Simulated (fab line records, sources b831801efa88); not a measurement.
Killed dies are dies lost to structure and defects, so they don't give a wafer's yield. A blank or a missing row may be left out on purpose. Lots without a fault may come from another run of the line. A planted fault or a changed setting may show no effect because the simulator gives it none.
fab line records | flow sky130 | part 1 of 2: steps 1 to 36 of 48
record lots=5 wafers=15 last_day=49
route steps=708 shown NWELL@58 PWDE@84 VT_ADJUST_HVTP@85 VT_ADJUST_LVTN@97
lots that met no fault: from a run of the same line without faults
start_h: hours from the record's first day to the start of the lot's first wafer shown | wait_h: hours since the lot's step before | " the same as in the row above | L1.1+2: a row that stands for several wafers | - no value, or no start given | * or withheld: withheld | < > ~ a bound
route shown NAME@n: a module of which the file shows steps, and the number in the route of the first | usual: mean/standard deviation of fault-free wafers | same: alike in all rows | chamber/n: place in a boat | sites: the reading at each site | _std_site: their standard deviation | _edge_site: outer sites' mean less inner sites' | radius_mm: how far each site lies from the wafer's centre | mask NAME#n: copy n | behind: the tool/chamber that last shaped the wafer | hold: why the lot was held/for how many hours/how that ended | device: the transistor (n, p or np) that didn't switch | end of line: the same wafers' tests at the end of the route | a step without rows: its recipe alone | killed: dies lost to structure and defects at the first sort, not the wafer's yield | map: a wafer's dies, x killed, . not, _ none there
set.NAME: the setting as run; set.NAME@STEP: as run at that earlier step | model.NAME: the simulator's own value behind a step, which no gauge read
lots at some steps of the route; a table a step, a row a wafer
services: from which hour (start_h, from the record's first day; less than 0 if before it) a tool's chamber was out of use, for how many hours, and why
## steps
# step SKY_NWELL_COAT_05
# recipe spin_rpm=2000 resist_thk_nm=3000
# columns lot.wafer tool chamber start_h wait_h
L078.1+3+6 litho_track-04 0 104.11 0.1
L081.3+5+6 litho_track-02 0 118.27 0.1
L090.3+4+6 litho_track-03 0 176.12 0.1
L091.2+3+6 litho_track-04 0 180.38 0.1
L094.1+2+3 litho_track-03 0 194.07 0.1
# step SKY_NWELL_SOFTBAKE_06
# recipe temp_c=110 time_s=withheld
# columns lot.wafer tool chamber start_h wait_h
L078.1+3+6 litho_track-04 0 104.26 0.1
L081.3+5+6 litho_track-02 0 118.43 0.1
L090.3+4+6 litho_track-03 0 176.28 0.1
L091.2+3+6 litho_track-04 0 180.54 0.1
L094.1+2+3 litho_track-03 0 194.22 0.1
# step SKY_NWELL_EXPOSE_07
# recipe mask_id=NWM na=0.6 source_shape=conventional sigma_outer=0.6 polarization=unpolarized target_cd_nm=840 dose_mj=255
# columns lot.wafer tool chamber start_h wait_h mask
L078.1+3+6 iline_stepper-01 0 - - NWM#0
L081.3+5+6 iline_stepper-02 0 - - NWM#0
L090.3+4+6 iline_stepper-02 0 - - NWM#0
L091.2+3+6 iline_stepper-02 0 - - NWM#0
L094.1+2+3 iline_stepper-01 0 - - NWM#0
# step SKY_NWELL_PEB_08
# recipe temp_c=115 time_s=withheld
# columns lot.wafer tool chamber start_h wait_h
L078.1+3+6 litho_track-03 0 - -
L081.3+5+6 litho_track-04 0 - -
L090.3+4+6 litho_track-04 0 - -
L091.2+3+6 litho_track-04 0 - -
L094.1+2+3 litho_track-04 0 - -
# step SKY_NWELL_DEVELOP_09
# recipe wall_angle_deg=90 developer=TMAH develop_time_s=60 dev_temp_c=23
# columns lot.wafer tool chamber start_h wait_h
L078.1+3+6 litho_track-03 0 - -
L081.3+5+6 litho_track-04 0 - -
L090.3+4+6 litho_track-04 0 - -
L091.2+3+6 litho_track-04 0 - -
L094.1+2+3 litho_track-04 0 - -
# step SKY_NWELL_OVL_MEAS_10
# usual NWELL_00_OVL=0.4/1.7
# columns lot.wafer tool chamber start_h wait_h NWELL_00_OVL[nm]
L078.1 overlay-01 - 113.77 - 2.2
L078.3 " - " " 1.1
L078.6 " - " " 1.1
L081.3 overlay-02 - 127.27 - 0.8
L081.5 " - " " 0.0
L081.6 " - " " 0.7
L090.3 overlay-01 - 186.22 - -2.1
L090.4 " - " " -3.3
L090.6 " - " " -2.3
L091.2 overlay-02 - 190.86 - 0.4
L091.3 " - " " -0.3
L091.6 " - " " 1.3
L094.1 overlay-01 - 205.05 - 4.5
L094.2 " - " " 2.0
L094.3 " - " " 2.9
# step SKY_NWELL_IMPLANT_11
# recipe species=P energy_kev=400 dose_cm2=1.9e+13 tilt_deg=withheld
# columns lot.wafer tool chamber start_h wait_h
L078.1+3+6 implanter-04 0 113.80 0.0
L081.3+5+6 implanter-02 0 127.34 0.1
L090.3+4+6 implanter-04 0 186.29 0.1
L091.2+3+6 implanter-04 0 190.92 0.0
L094.1+2+3 implanter-02 0 205.09 0.0
# step SKY_NWELL_IMPLANT_12
# recipe species=P energy_kev=120 dose_cm2=1.3e+12 tilt_deg=withheld
# columns lot.wafer tool chamber start_h wait_h
L078.1+3+6 implanter-04 0 113.95 0.1
L081.3+5+6 implanter-02 0 127.49 0.1
L090.3+4+6 implanter-04 0 186.44 0.1
L091.2+3+6 implanter-04 0 191.07 0.1
L094.1+2+3 implanter-02 0 205.24 0.1
# step SKY_NWELL_IMPLANT_13
# recipe species=P energy_kev=50 dose_cm2=7e+11 tilt_deg=withheld
# columns lot.wafer tool chamber start_h wait_h
L078.1+3+6 implanter-04 0 114.10 0.1
L081.3+5+6 implanter-02 0 127.64 0.1
L090.3+4+6 implanter-04 0 186.59 0.1
L091.2+3+6 implanter-04 0 191.22 0.1
L094.1+2+3 implanter-02 0 205.39 0.1
# step SKY_NWELL_STRIP_14
# recipe chemistry=O2/N2 power_w=1400 pressure_mtorr=1500 platen_temp_c=withheld o2_flow_sccm=3000 n2_flow_sccm=300 overash_fraction=0.5
# usual drypump_motor_current_A=5.8/0.32 n2_flow_sccm=299.7/0.88 oes_product_au=0.722/0.0047 strip_time_to_endpoint_s=36.94/0.099
# columns lot.wafer tool chamber start_h wait_h drypump_motor_current_A n2_flow_sccm oes_product_au rf_hours_counter_h strip_time_to_endpoint_s
L078.1 plasma_asher-04 0 114.25 0.1 5.6 299.2 0.714 42 36.89
L078.3 " 0 " " 5.6 299.5 0.725 - 36.87
L078.6 " 0 " " 5.6 299.5 0.717 - 36.93
L081.3 plasma_asher-04 1 127.77 0.1 6.2 298.4 0.730 - 36.96
L081.5 " 0 " " 5.6 299.2 0.722 - 36.89
L081.6 " 1 " " 6.1 300.7 0.721 - 36.90
L090.3 plasma_asher-03 1 186.72 0.1 5.4 299.1 0.726 - 37.13
L090.4 " 0 " " 5.7 300.0 0.722 - 36.96
L090.6 " 0 " " 5.7 300.6 0.713 - 37.06
L091.2 plasma_asher-04 0 191.34 0.1 5.6 299.8 0.729 50 37.13
L091.3 " 1 " " 6.2 301.9 0.724 - 36.81
L091.6 " 0 " " 5.6 300.2 0.721 - 37.13
L094.1 plasma_asher-03 1 205.54 0.1 5.4 301.3 0.726 38 37.12
L094.2 " 0 " " 5.7 299.3 0.721 38 37.06
L094.3 " 1 " " 5.4 299.6 0.722 - 37.07
# step SKY_NWELL_TW_MEAS_15
# usual NWELL_TW=1831/12
# columns lot.wafer tool chamber start_h wait_h NWELL_TW
L078.1 film_metro-01 - 114.35 0.1 1836
L078.3 " - " " 1833
L078.6 " - " " 1851
L081.3 film_metro-04 - 127.86 0.1 1828
L081.5 " - " " 1828
L081.6 " - " " 1825
L090.3 film_metro-03 - 186.81 0.1 1836
L090.4 " - " " 1844
L090.6 " - " " 1825
L091.2 film_metro-03 - 191.45 0.1 1833
L091.3 " - " " 1827
L091.6 " - " " 1824
L094.1 film_metro-04 - 205.64 0.1 1819
L094.2 " - " " 1829
L094.3 " - " " 1817
# step SKY_NWELL_DEHYDRATE_16
# recipe temp_c=200 time_s=60
# columns lot.wafer tool chamber start_h wait_h
L078.1+3+6 litho_track-04 0 122.56 8.2
L081.3+5+6 litho_track-03 0 136.82 8.9
L090.3+4+6 litho_track-02 0 196.27 9.4
L091.2+3+6 litho_track-02 0 201.14 9.7
L094.1+2+3 litho_track-02 0 216.52 10.9
# step SKY_NWELL_HMDS_17
# recipe prime_time_s=60 prime_temp_c=120
# columns lot.wafer tool chamber start_h wait_h
L078.1+3+6 litho_track-04 0 122.71 0.1
L081.3+5+6 litho_track-03 0 136.97 0.1
L090.3+4+6 litho_track-02 0 196.42 0.1
L091.2+3+6 litho_track-02 0 201.29 0.1
L094.1+2+3 litho_track-02 0 216.67 0.1
# step SKY_NWELL_COAT_18
# recipe spin_rpm=2000 resist_thk_nm=3000
# columns lot.wafer tool chamber start_h wait_h
L078.1+3+6 litho_track-04 0 122.86 0.1
L081.3+5+6 litho_track-03 0 137.12 0.1
L090.3+4+6 litho_track-02 0 196.57 0.1
L091.2+3+6 litho_track-02 0 201.44 0.1
L094.1+2+3 litho_track-02 0 216.82 0.1
# step SKY_NWELL_SOFTBAKE_19
# recipe temp_c=110 time_s=withheld
# columns lot.wafer tool chamber start_h wait_h
L078.1+3+6 litho_track-04 0 123.01 0.1
L081.3+5+6 litho_track-03 0 137.28 0.1
L090.3+4+6 litho_track-02 0 196.73 0.1
L091.2+3+6 litho_track-02 0 201.60 0.1
L094.1+2+3 litho_track-02 0 216.97 0.1
# step SKY_NWELL_EXPOSE_20
# recipe mask_id=NWM_COMPLEMENT na=0.6 source_shape=conventional sigma_outer=0.6 polarization=unpolarized target_cd_nm=840 dose_mj=260
# columns lot.wafer tool chamber start_h wait_h mask
L078.1+3+6 iline_stepper-02 0 - - NWM_COMPLEMENT#0
L081.3+5+6 iline_stepper-02 0 - - NWM_COMPLEMENT#0
L090.3+4+6 iline_stepper-02 0 - - NWM_COMPLEMENT#0
L091.2+3+6 iline_stepper-01 0 - - NWM_COMPLEMENT#0
L094.1+2+3 iline_stepper-02 0 - - NWM_COMPLEMENT#0
# step SKY_NWELL_PEB_21
# recipe temp_c=115 time_s=withheld
# columns lot.wafer tool chamber start_h wait_h
L078.1+3+6 litho_track-02 0 - -
L081.3+5+6 litho_track-04 0 - -
L090.3+4+6 litho_track-02 0 - -
L091.2+3+6 litho_track-03 0 - -
L094.1+2+3 litho_track-04 0 - -
# step SKY_NWELL_DEVELOP_22
# recipe wall_angle_deg=90 developer=TMAH develop_time_s=60 dev_temp_c=23
# columns lot.wafer tool chamber start_h wait_h
L078.1+3+6 litho_track-02 0 - -
L081.3+5+6 litho_track-04 0 - -
L090.3+4+6 litho_track-02 0 - -
L091.2+3+6 litho_track-03 0 - -
L094.1+2+3 litho_track-04 0 - -
# step SKY_NWELL_OVL_MEAS_23
# usual NWELL_01_OVL=-0.8/1.4
# columns lot.wafer tool chamber start_h wait_h NWELL_01_OVL[nm]
L078.1 overlay-02 - 132.87 - -1.7
L078.3 " - " " -1.5
L078.6 " - " " -1.2
L081.3 overlay-02 - 146.27 - 0.4
L081.5 " - " " 0.7
L081.6 " - " " 0.0
L090.3 overlay-01 - 207.53 - 0.3
L090.4 " - " " -0.1
L090.6 " - " " 0.5
L091.2 overlay-02 - 212.27 - 2.4
L091.3 " - " " 0.4
L091.6 " - " " -0.3
L094.1 overlay-01 - 228.00 - -2.1
L094.2 " - " " -2.0
L094.3 " - " " -0.1
# step SKY_NWELL_IMPLANT_24
# recipe species=B energy_kev=140.9 dose_cm2=9.2e+12 tilt_deg=withheld
# columns lot.wafer tool chamber start_h wait_h
L078.1+3+6 implanter-01 0 132.90 0.0
L081.3+5+6 implanter-01 0 146.34 0.1
L090.3+4+6 implanter-04 0 207.60 0.1
L091.2+3+6 implanter-04 0 212.33 0.0
L094.1+2+3 implanter-01 0 228.04 0.0
# step SKY_NWELL_STRIP_25
# recipe chemistry=O2/N2 power_w=1400 pressure_mtorr=1500 platen_temp_c=withheld o2_flow_sccm=3000 n2_flow_sccm=300 overash_fraction=0.5
# usual drypump_motor_current_A=5.9/0.32 n2_flow_sccm=300.1/0.88 oes_product_au=0.722/0.0047 strip_time_to_endpoint_s=36.93/0.11
# columns lot.wafer tool chamber start_h wait_h drypump_motor_current_A n2_flow_sccm oes_product_au rf_hours_counter_h strip_time_to_endpoint_s
L078.1 plasma_asher-01 1 133.05 0.1 6.3 301.9 0.722 2 36.95
L078.3 " 1 " " 6.3 300.6 0.717 - 36.77
L078.6 " 0 " " 5.9 299.6 0.720 - 36.85
L081.3 plasma_asher-04 1 146.47 0.1 6.2 300.1 0.720 - 36.89
L081.5 " 0 " " 5.6 299.0 0.718 - 36.81
L081.6 " 1 " " 6.2 300.1 0.724 - 36.95
L090.3 plasma_asher-01 0 207.74 0.1 6.0 301.7 0.708 - 36.92
L090.4 " 1 " " 6.3 298.8 0.726 - 37.00
L090.6 " 1 " " 6.3 299.0 0.721 - 36.97
L091.2 plasma_asher-03 0 212.45 0.1 5.7 299.9 0.719 38 36.97
L091.3 " 1 " " 5.4 300.8 0.722 - 37.01
L091.6 " 1 " " 5.4 299.3 0.720 - 37.01
L094.1 plasma_asher-04 0 228.19 0.1 5.6 299.7 0.727 54 37.18
L094.2 " 1 " " 6.2 300.1 0.730 54 37.05
L094.3 " 0 " " 5.6 300.0 0.713 - 37.10
# step SKY_NWELL_TW_MEAS_26
# usual NWELL_2_TW=500/3.3
# columns lot.wafer tool chamber start_h wait_h NWELL_2_TW
L078.1 film_metro-04 - 133.15 0.1 494
L078.3 " - " " 494
L078.6 " - " " 496
L081.3 film_metro-01 - 146.56 0.1 503
L081.5 " - " " 503
L081.6 " - " " 505
L090.3 film_metro-03 - 207.82 0.1 502
L090.4 " - " " 503
L090.6 " - " " 503
L091.2 film_metro-04 - 212.56 0.1 496
L091.3 " - " " 497
L091.6 " - " " 495
L094.1 film_metro-01 - 228.29 0.1 500
L094.2 " - " " 504
L094.3 " - " " 502
# step SKY_NWELL_CLEAN_27
# recipe chemistry=SC1/SC2 mix=1:4:20 temp_c=70 time_s=150 dry=n2_spin
# columns lot.wafer tool chamber start_h wait_h
L078.1+3+6 wet_bench-04 0 133.21 0.1
L081.3+5+6 wet_bench-01 3 146.60 0.0
L090.3+4+6 wet_bench-04 3 207.86 0.0
L091.2+3+6 wet_bench-04 0 212.61 0.0
L094.1+2+3 wet_bench-03 0 228.35 0.1
# step SKY_NWELL_RTA_28
# recipe temp_c=1050 time_s=30 idle_temp_c=650 ramp_up_c_per_s=150 ramp_down_c_per_s=90 ambient=N2
# usual chamber_o2_ppm=2.005/0.022 lamp_power_pct=25.30/0.048 wafer_temp_C_max=1054.8/0.88
# columns lot.wafer tool chamber start_h wait_h chamber_o2_ppm lamp_power_pct wafer_temp_C_max
L078.1 rtp_anneal-01 0 133.27 0.0 2.009 25.29 1054.2
L078.3 " 0 " " 1.999 25.30 1055.7
L078.6 " 0 " " 1.999 25.31 1055.3
L081.3 rtp_anneal-01 0 146.69 0.0 1.996 25.28 1055.7
L081.5 " 0 " " 1.987 25.21 1054.6
L081.6 " 0 " " 1.978 25.38 1055.8
L090.3 rtp_anneal-02 0 207.95 0.0 2.016 25.33 1053.7
L090.4 " 0 " " 2.066 25.34 1055.5
L090.6 " 0 " " 2.025 25.28 1055.9
L091.2 rtp_anneal-01 0 212.68 0.0 2.033 25.32 1054.1
L091.3 " 0 " " 1.994 25.36 1055.5
L091.6 " 0 " " 2.004 25.25 1054.1
L094.1 rtp_anneal-01 0 228.40 0.0 1.975 25.37 1056.1
L094.2 " 0 " " 1.938 25.24 1054.8
L094.3 " 0 " " 2.025 25.35 1053.8
# step SKY_NWELL_RS_MEAS_29
# recipe thk_meas_gauge=four-point-probe
# usual NWELL_RS=625.2/1.7
# columns lot.wafer tool chamber start_h wait_h NWELL_RS[ohm/sq]
L078.1 film_metro-03 - 133.37 0.1 626.6
L078.3 " - " " 628.0
L078.6 " - " " 624.9
L081.3 film_metro-03 - 146.80 0.1 626.7
L081.5 " - " " 626.8
L081.6 " - " " 626.8
L090.3 film_metro-01 - 208.06 0.1 626.0
L090.4 " - " " 622.9
L090.6 " - " " 624.9
L091.2 film_metro-03 - 212.78 0.1 623.8
L091.3 " - " " 624.4
L091.6 " - " " 624.8
L094.1 film_metro-03 - 228.50 0.1 624.8
L094.2 " - " " 622.0
L094.3 " - " " 622.9
# step SKY_NWELL_RS_MEAS_31
# recipe thk_meas_gauge=four-point-probe
# usual PWDE_RS=5376/16
# columns lot.wafer tool chamber start_h wait_h PWDE_RS[ohm/sq]
L078.1 film_metro-03 - 133.61 0.1 5356
L078.3 " - " " 5348
L078.6 " - " " 5372
L081.3 film_metro-03 - 147.04 0.1 5381
L081.5 " - " " 5376
L081.6 " - " " 5359
L090.3 film_metro-01 - 208.30 0.1 5355
L090.4 " - " " 5395
L090.6 " - " " 5362
L091.2 film_metro-03 - 213.02 0.1 5354
L091.3 " - " " 5366
L091.6 " - " " 5383
L094.1 film_metro-03 - 228.74 0.1 5397
L094.2 " - " " 5361
L094.3 " - " " 5378
# step SKY_VT_ADJUST_HVTP_DEHYDRATE_00
# recipe temp_c=200 time_s=60
# columns lot.wafer tool chamber start_h wait_h
L078.1+3+6 litho_track-04 0 142.41 8.8
L081.3+5+6 litho_track-03 0 156.67 9.6
L090.3+4+6 litho_track-04 0 218.70 10.4
L091.2+3+6 litho_track-03 0 222.89 9.8
L094.1+2+3 litho_track-04 0 240.00 11.2
# step SKY_VT_ADJUST_HVTP_HMDS_01
# recipe prime_time_s=60 prime_temp_c=120
# columns lot.wafer tool chamber start_h wait_h
L078.1+3+6 litho_track-04 0 142.56 0.1
L081.3+5+6 litho_track-03 0 156.82 0.1
L090.3+4+6 litho_track-04 0 218.85 0.1
L091.2+3+6 litho_track-03 0 223.04 0.1
L094.1+2+3 litho_track-04 0 240.15 0.1
# step SKY_VT_ADJUST_HVTP_COAT_02
# recipe resist=NOVOLAK spin_rpm=3000 resist_thk_nm=1140
# columns lot.wafer tool chamber start_h wait_h
L078.1+3+6 litho_track-04 0 142.71 0.1
L081.3+5+6 litho_track-03 0 156.97 0.1
L090.3+4+6 litho_track-04 0 219.00 0.1
L091.2+3+6 litho_track-03 0 223.19 0.1
L094.1+2+3 litho_track-04 0 240.30 0.1
# step SKY_VT_ADJUST_HVTP_SOFTBAKE_03
# recipe temp_c=90 time_s=60 resist=NOVOLAK
# columns lot.wafer tool chamber start_h wait_h
L078.1+3+6 litho_track-04 0 142.86 0.1
L081.3+5+6 litho_track-03 0 157.12 0.1
L090.3+4+6 litho_track-04 0 219.15 0.1
L091.2+3+6 litho_track-03 0 223.34 0.1
L094.1+2+3 litho_track-04 0 240.45 0.1
# step SKY_VT_ADJUST_HVTP_EXPOSE_04
# recipe mask_id=HVTPM na=0.6 source_shape=conventional sigma_outer=0.6 polarization=unpolarized target_cd_nm=380 dose_mj=140
# columns lot.wafer tool chamber start_h wait_h mask
L078.1+3+6 iline_stepper-01 0 - - HVTPM#0
L081.3+5+6 iline_stepper-02 0 - - HVTPM#0
L090.3+4+6 iline_stepper-02 0 - - HVTPM#0
L091.2+3+6 iline_stepper-02 0 - - HVTPM#0
L094.1+2+3 iline_stepper-02 0 - - HVTPM#0
# step SKY_VT_ADJUST_HVTP_PEB_05
# recipe temp_c=withheld time_s=* resist=NOVOLAK
# columns lot.wafer tool chamber start_h wait_h
L078.1+3+6 litho_track-01 0 - -
L081.3+5+6 litho_track-04 0 - -
L090.3+4+6 litho_track-01 0 - -
L091.2+3+6 litho_track-01 0 - -
L094.1+2+3 litho_track-04 0 - -
# step SKY_VT_ADJUST_HVTP_DEVELOP_06
# recipe resist=NOVOLAK developer=TMAH develop_time_s=60 dev_temp_c=23
# columns lot.wafer tool chamber start_h wait_h
L078.1+3+6 litho_track-01 0 152.82 0.1
L081.3+5+6 litho_track-04 0 167.35 0.1
L090.3+4+6 litho_track-01 0 229.47 0.1
L091.2+3+6 litho_track-01 0 234.25 0.1
L094.1+2+3 litho_track-04 0 251.35 0.1
# step SKY_VT_ADJUST_HVTP_CD_MEAS_07
# recipe target_cd_nm=380
# usual cd_nm=379.9/2.8
# columns lot.wafer tool chamber start_h wait_h cd_nm
L078.1 cd_sem-01 - 152.97 0.1 377.5
L078.3 " - " " 379.1
L078.6 " - " " 380.3
L081.3 cd_sem-02 - 167.49 0.1 382.4
L081.5 " - " " 379.7
L081.6 " - " " 383.7
L090.3 cd_sem-02 - 229.61 0.1 381.0
L090.4 " - " " 383.6
L090.6 " - " " 380.7
L091.2 cd_sem-02 - 234.39 0.1 379.0
L091.3 " - " " 379.7
L091.6 " - " " 377.9
L094.1 cd_sem-01 - 251.50 0.1 380.1
L094.2 " - " " 379.6
L094.3 " - " " 378.7
# step SKY_VT_ADJUST_HVTP_OVL_MEAS_08
# usual VT_ADJUST_HVTP_OVL=1.1/1.3
# columns lot.wafer tool chamber start_h wait_h VT_ADJUST_HVTP_OVL[nm]
L078.1 overlay-02 - 153.09 0.1 -0.4
L078.3 " - " " 1.0
L078.6 " - " " -1.2
L081.3 overlay-01 - 167.59 0.1 2.2
L081.5 " - " " 1.8
L081.6 " - " " 3.1
L090.3 overlay-02 - 229.70 0.1 -0.6
L090.4 " - " " 0.0
L090.6 " - " " -1.8
L091.2 overlay-02 - 234.50 0.1 1.6
L091.3 " - " " 0.8
L091.6 " - " " 2.0
L094.1 overlay-01 - 251.62 0.1 1.7
L094.2 " - " " 1.1
L094.3 " - " " 0.4
# step SKY_VT_ADJUST_HVTP_IMPLANT_09
# recipe species=As energy_kev=150 dose_cm2=4.354e+12 tilt_deg=withheld
# columns lot.wafer tool chamber start_h wait_h
L078.1+3+6 implanter-02 0 153.13 0.0
L081.3+5+6 implanter-01 0 167.66 0.1
L090.3+4+6 implanter-03 0 229.78 0.1
L091.2+3+6 implanter-02 0 234.55 0.0
L094.1+2+3 implanter-01 0 251.66 0.0
